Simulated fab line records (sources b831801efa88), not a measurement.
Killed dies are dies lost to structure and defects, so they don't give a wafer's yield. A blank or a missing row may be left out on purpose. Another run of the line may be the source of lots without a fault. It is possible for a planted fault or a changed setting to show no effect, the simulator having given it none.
Problem report in the 8D (eight disciplines) form, filled by code / flow gf180mcu / the parts of the form that need people (team, actions taken, sign-off) are left out

1. WHAT IS WRONG
Wafers without a fault read 150.0 W, standard deviation 0.43; biasW at GF_STI_ETCH_14 reads a mean of 119.0 W on 6 wafers belonging to 2 lots. That is -72 standard deviations from the usual mean.
The step: etches Si in HBr/Cl2/O2, target depth 360 nm, time 102.9 s.
Earliest sighting: wafer L204.1 on rieSi-01 at day 4 07:01. The record has a number at this step for 39 wafers belonging to 13 lots. Rule for "out", or "out of limits": more than 4 standard deviations from the usual mean. The other wafers with a number count as sound.

2. WHAT IT IS; WHAT IT IS NOT
question=which readings at this step | is=biasW | is not=drypumpMotorCurrentA
question=which lots | is=L204, L205 | is not=L194, L195, L196, L197, L198, L208, L209, L210, L211, L213, L217
question=which wafers of those lots | is=all that have a number | is not=-
question=read on which tools | is=rieSi-01 | is not=rieSi-02
question=when | is=from day 4 07:01 | is not=up to then (15 sound wafers); but 18 sound wafers of L208, L209, L210, L211, L213, L217 came after

3. SUSPECTS, AND WHAT RULES EACH OUT
Counting: a tool at a process step up to the reading stays a suspect if it ran every lot that is out and no sound lot after the first of them.
- rieSi-01 at GF_STI_ETCH_14 (etches Si in HBr/Cl2/O2, target depth 360 nm, time 102.9 s): kept. All lots that are out passed through it, beginning with L204 at day 4 07:01, and no sound lot followed; its final sound lot before that point was L198 at day 2 21:57. On those wafers its own readings are out: biasW.
The count leaves rieSi-01 at GF_STI_ETCH_14.

4. THE CAUSE (what the simulator had put in)
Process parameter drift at GF_STI_ETCH_14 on rieSi-01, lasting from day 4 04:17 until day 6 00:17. A move of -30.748 in setting biasW, from 150. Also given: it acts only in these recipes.
The count eliminated every tool but this one.

5. SEQUENCE OF EFFECTS, ordered by route
Each row: a reading where the mean over the struck wafers with a number is more than 3 standard deviations away from the usual. Only readings whose record carries a usual standard deviation are examined. hours: median over the lots of the time between each lot's start at the first step of this table that gives one and its start at this step. sigmas: the change, counted in usual standard deviations.
hours=0; step=GF_STI_ETCH_14; reading=biasW; usual=150.0 W; on struck wafers=119.0; change=-31.0; sigmas=-72
Process steps it contains:
- GF_STI_ETCH_14: etches Si in HBr/Cl2/O2, target depth 360 nm, time 102.9 s.
Later steps that measure or inspect, where all struck wafers having a row at the step show a number for every such reading and not one has moved that far: GF_PSD_CD_MEAS_07, GF_M1_THK_MEAS_06.

6. HOW IT WOULD HAVE BEEN CAUGHT EARLIER
In this record no reading fell out of limits until day 4 07:01, 3 hours after the fault had begun at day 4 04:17.
